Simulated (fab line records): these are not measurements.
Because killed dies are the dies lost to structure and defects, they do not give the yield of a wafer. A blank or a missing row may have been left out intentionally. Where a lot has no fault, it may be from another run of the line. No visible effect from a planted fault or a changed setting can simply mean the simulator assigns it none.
Which tool is to blame? / flow gf180mcu / 24 lots, 72 wafers sampled, at 2 steps of a route of 602

WHAT THE GAUGES READ, wafer by wafer
GF_NWELL_TW_MEAS_11. Usual: NWELL_TW 1568, standard deviation 7.9.
lot=L074; measured=day 3 09:26; on=film_metro-02; NWELL_TW=1558 1555 1561; flag=
lot=L075; measured=day 3 14:06; on=film_metro-01; NWELL_TW=1568 1569 1569; flag=
lot=L076; measured=day 3 19:51; on=film_metro-01; NWELL_TW=1577 1567 1571; flag=
lot=L077; measured=day 4 02:18; on=film_metro-04; NWELL_TW=1570 1564 1559; flag=
lot=L078; measured=day 4 06:14; on=film_metro-01; NWELL_TW=1579 1575 1574; flag=
lot=L079; measured=day 4 12:33; on=film_metro-04; NWELL_TW=1573 1579 1586; flag=
lot=L080; measured=day 4 18:48; on=film_metro-02; NWELL_TW=1561 1566 1561; flag=
lot=L081; measured=day 5 00:28; on=film_metro-01; NWELL_TW=1569 1577 1567; flag=
lot=L082; measured=day 5 05:35; on=film_metro-04; NWELL_TW=1576 1574 1575; flag=
lot=L083; measured=day 5 11:05; on=film_metro-02; NWELL_TW=1551 1552 1559; flag=
lot=L084; measured=day 5 15:32; on=film_metro-04; NWELL_TW=1564 1568 1558; flag=
lot=L085; measured=day 5 20:32; on=film_metro-01; NWELL_TW=1572 1568 1567; flag=
lot=L086; measured=day 6 01:24; on=film_metro-02; NWELL_TW=1561 1569 1554; flag=
lot=L087; measured=day 6 07:32; on=film_metro-02; NWELL_TW=1562 1572 1556; flag=
lot=L088; measured=day 6 17:08; on=film_metro-04; NWELL_TW=1565 1566 1576; flag=
lot=L089; measured=day 7 01:40; on=film_metro-01; NWELL_TW=1587 1584 1580; flag=
lot=L090; measured=day 7 05:59; on=film_metro-01; NWELL_TW=1581 1581 1582; flag=
lot=L091; measured=day 7 07:32; on=film_metro-04; NWELL_TW=1563 1571 1566; flag=
lot=L092; measured=day 7 11:15; on=film_metro-04; NWELL_TW=1566 1573 1569; flag=
lot=L093; measured=day 7 20:14; on=film_metro-02; NWELL_TW=1564 1568 1569; flag=
lot=L094; measured=day 8 01:35; on=film_metro-01; NWELL_TW=1565 1574 1570; flag=
lot=L095; measured=day 8 09:02; on=film_metro-02; NWELL_TW=1557 1564 1566; flag=
lot=L096; measured=day 8 13:34; on=film_metro-04; NWELL_TW=1563 1566 1552; flag=
lot=L097; measured=day 8 18:40; on=film_metro-02; NWELL_TW=1574 1580 1573; flag=

WHICH TOOL RAN EACH LOT (tool, then ch and the chambers of the sampled wafers, then the start)
lot=L074; GF_STI_ETCH_14=rie_si-01 ch 0,3, day 2 01:52
lot=L075; GF_STI_ETCH_14=rie_si-02 ch 0,1,3, day 2 06:31
lot=L076; GF_STI_ETCH_14=rie_si-02 ch 0,1,2, day 2 12:12
lot=L077; GF_STI_ETCH_14=rie_si-02 ch 1,2, day 2 17:04
lot=L078; GF_STI_ETCH_14=rie_si-01 ch 1,2,3, day 2 22:22
lot=L079; GF_STI_ETCH_14=rie_si-01 ch 1,3, day 3 04:12
lot=L080; GF_STI_ETCH_14=rie_si-01 ch 1,2,3, day 3 09:10
lot=L081; GF_STI_ETCH_14=rie_si-01 ch 0,1, day 3 14:53
lot=L082; GF_STI_ETCH_14=rie_si-01 ch 2,3, day 3 19:40
lot=L083; GF_STI_ETCH_14=rie_si-02 ch 0,2, day 4 00:25
lot=L084; GF_STI_ETCH_14=rie_si-02 ch 0,3, day 4 05:44
lot=L085; GF_STI_ETCH_14=rie_si-02 ch 2,3, day 4 10:38
lot=L086; GF_STI_ETCH_14=rie_si-01 ch 0,1, day 4 15:20
lot=L087; GF_STI_ETCH_14=rie_si-01 ch 0,1,3, day 4 20:19
lot=L088; GF_STI_ETCH_14=rie_si-01 ch 1,3, day 5 02:29
lot=L089; GF_STI_ETCH_14=rie_si-02 ch 2,3, day 5 06:41
lot=L090; GF_STI_ETCH_14=rie_si-02 ch 1,2,3, day 5 12:02
lot=L091; GF_STI_ETCH_14=rie_si-01 ch 0,2,3, day 5 17:07
lot=L092; GF_STI_ETCH_14=rie_si-02 ch 0,1,3, day 5 23:16
lot=L093; GF_STI_ETCH_14=rie_si-01 ch 0,2, day 6 07:20
lot=L094; GF_STI_ETCH_14=rie_si-02 ch 0,2,3, day 6 12:29
lot=L095; GF_STI_ETCH_14=rie_si-02 ch 0,3, day 6 16:28
lot=L096; GF_STI_ETCH_14=rie_si-02 ch 1,2,3, day 6 20:10
lot=L097; GF_STI_ETCH_14=rie_si-01 ch 2,3, day 7 00:21
- GF_STI_ETCH_14: etches Si in HBr/Cl2/O2, target depth 360 nm, time 102.9 s.

AS READ BY THE TOOLS THEMSELVES (means over the sampled wafers that have a number; for cases with no such wafer, the mark the record gives instead)
GF_STI_ETCH_14. Usual: drypump_motor_current_A 5.6 A, standard deviation 0.38; he_backside_leak_sccm 2.74 sccm, standard deviation 0.23; oes_product_au 0.995 a.u., standard deviation 0.013; rf_fwd_power_W 596.0 W, standard deviation 2.1; throttle_valve_pct 25.661 %, standard deviation 0.013.
lot=L074; tool=rie_si-01; drypump_motor_current_A (A)=5.5; he_backside_leak_sccm (sccm)=2.52; oes_product_au (a.u.)=1.005; rf_fwd_power_W (W)=596.2; throttle_valve_pct (%)=25.653; flag=
lot=L075; tool=rie_si-02; drypump_motor_current_A (A)=5.7; he_backside_leak_sccm (sccm)=2.97; oes_product_au (a.u.)=0.998; rf_fwd_power_W (W)=595.8; throttle_valve_pct (%)=25.657; flag=
lot=L076; tool=rie_si-02; drypump_motor_current_A (A)=5.9; he_backside_leak_sccm (sccm)=2.68; oes_product_au (a.u.)=0.983; rf_fwd_power_W (W)=596.7; throttle_valve_pct (%)=25.675; flag=
lot=L077; tool=rie_si-02; drypump_motor_current_A (A)=6.1; he_backside_leak_sccm (sccm)=2.63; oes_product_au (a.u.)=0.993; rf_fwd_power_W (W)=595.9; throttle_valve_pct (%)=25.674; flag=
lot=L078; tool=rie_si-01; drypump_motor_current_A (A)=5.3; he_backside_leak_sccm (sccm)=2.92; oes_product_au (a.u.)=0.987; rf_fwd_power_W (W)=595.6; throttle_valve_pct (%)=25.663; flag=
lot=L079; tool=rie_si-01; drypump_motor_current_A (A)=5.5; he_backside_leak_sccm (sccm)=2.84; oes_product_au (a.u.)=0.995; rf_fwd_power_W (W)=596.7; throttle_valve_pct (%)=25.661; flag=
lot=L080; tool=rie_si-01; drypump_motor_current_A (A)=5.3; he_backside_leak_sccm (sccm)=2.82; oes_product_au (a.u.)=0.997; rf_fwd_power_W (W)=596.1; throttle_valve_pct (%)=25.662; flag=
lot=L081; tool=rie_si-01; drypump_motor_current_A (A)=5.3; he_backside_leak_sccm (sccm)=3.05; oes_product_au (a.u.)=0.994; rf_fwd_power_W (W)=597.3; throttle_valve_pct (%)=25.661; flag=
lot=L082; tool=rie_si-01; drypump_motor_current_A (A)=5.4; he_backside_leak_sccm (sccm)=2.65; oes_product_au (a.u.)=0.996; rf_fwd_power_W (W)=597.0; throttle_valve_pct (%)=25.659; flag=
lot=L083; tool=rie_si-02; drypump_motor_current_A (A)=5.7; he_backside_leak_sccm (sccm)=2.75; oes_product_au (a.u.)=1.006; rf_fwd_power_W (W)=596.2; throttle_valve_pct (%)=25.646; flag=
lot=L084; tool=rie_si-02; drypump_motor_current_A (A)=5.6; he_backside_leak_sccm (sccm)=2.84; oes_product_au (a.u.)=1.006; rf_fwd_power_W (W)=595.1; throttle_valve_pct (%)=25.642; flag=
lot=L085; tool=rie_si-02; drypump_motor_current_A (A)=5.9; he_backside_leak_sccm (sccm)=2.88; oes_product_au (a.u.)=0.998; rf_fwd_power_W (W)=596.1; throttle_valve_pct (%)=25.658; flag=
lot=L086; tool=rie_si-01; drypump_motor_current_A (A)=5.4; he_backside_leak_sccm (sccm)=2.94; oes_product_au (a.u.)=0.993; rf_fwd_power_W (W)=597.0; throttle_valve_pct (%)=25.662; flag=
lot=L087; tool=rie_si-01; drypump_motor_current_A (A)=5.4; he_backside_leak_sccm (sccm)=2.73; oes_product_au (a.u.)=0.994; rf_fwd_power_W (W)=596.2; throttle_valve_pct (%)=25.658; flag=
lot=L088; tool=rie_si-01; drypump_motor_current_A (A)=5.5; he_backside_leak_sccm (sccm)=2.76; oes_product_au (a.u.)=0.998; rf_fwd_power_W (W)=596.8; throttle_valve_pct (%)=25.660; flag=
lot=L089; tool=rie_si-02; drypump_motor_current_A (A)=5.9; he_backside_leak_sccm (sccm)=2.88; oes_product_au (a.u.)=0.989; rf_fwd_power_W (W)=596.7; throttle_valve_pct (%)=25.664; flag=
lot=L090; tool=rie_si-02; drypump_motor_current_A (A)=6.0; he_backside_leak_sccm (sccm)=2.76; oes_product_au (a.u.)=0.984; rf_fwd_power_W (W)=596.3; throttle_valve_pct (%)=25.659; flag=
lot=L091; tool=rie_si-01; drypump_motor_current_A (A)=5.3; he_backside_leak_sccm (sccm)=2.59; oes_product_au (a.u.)=0.999; rf_fwd_power_W (W)=594.6; throttle_valve_pct (%)=25.661; flag=
lot=L092; tool=rie_si-02; drypump_motor_current_A (A)=5.7; he_backside_leak_sccm (sccm)=2.66; oes_product_au (a.u.)=1.002; rf_fwd_power_W (W)=596.6; throttle_valve_pct (%)=25.656; flag=
lot=L093; tool=rie_si-01; drypump_motor_current_A (A)=5.2; he_backside_leak_sccm (sccm)=2.51; oes_product_au (a.u.)=0.999; rf_fwd_power_W (W)=593.2; throttle_valve_pct (%)=25.667; flag=
lot=L094; tool=rie_si-02; drypump_motor_current_A (A)=5.8; he_backside_leak_sccm (sccm)=2.75; oes_product_au (a.u.)=1.000; rf_fwd_power_W (W)=596.2; throttle_valve_pct (%)=25.651; flag=
lot=L095; tool=rie_si-02; drypump_motor_current_A (A)=5.6; he_backside_leak_sccm (sccm)=2.86; oes_product_au (a.u.)=1.009; rf_fwd_power_W (W)=597.1; throttle_valve_pct (%)=25.656; flag=
lot=L096; tool=rie_si-02; drypump_motor_current_A (A)=6.0; he_backside_leak_sccm (sccm)=2.64; oes_product_au (a.u.)=0.990; rf_fwd_power_W (W)=597.2; throttle_valve_pct (%)=25.669; flag=
lot=L097; tool=rie_si-01; drypump_motor_current_A (A)=5.2; he_backside_leak_sccm (sccm)=2.68; oes_product_au (a.u.)=0.992; rf_fwd_power_W (W)=593.2; throttle_valve_pct (%)=25.663; flag=

THE ANSWER, worked out from the rows above alone
Rule: a lot is off if the mean of its wafers that have a number lies more than 3 standard deviations from the usual mean. Also off: a lot with no number at a reading for which 4 or more lots have one. Where the step has rows for the other lots, those lots are counted as sound. Order of review: gauges by route order, followed by the tools' own readings, for which a lot's mean as printed above is used. At the first step where some lot is off, the reading lying furthest off is the one used; lots without a number count as furthest.
Nothing can be told from this: no lot is off at any reading shown.

WHAT THE SIMULATOR PUT IN
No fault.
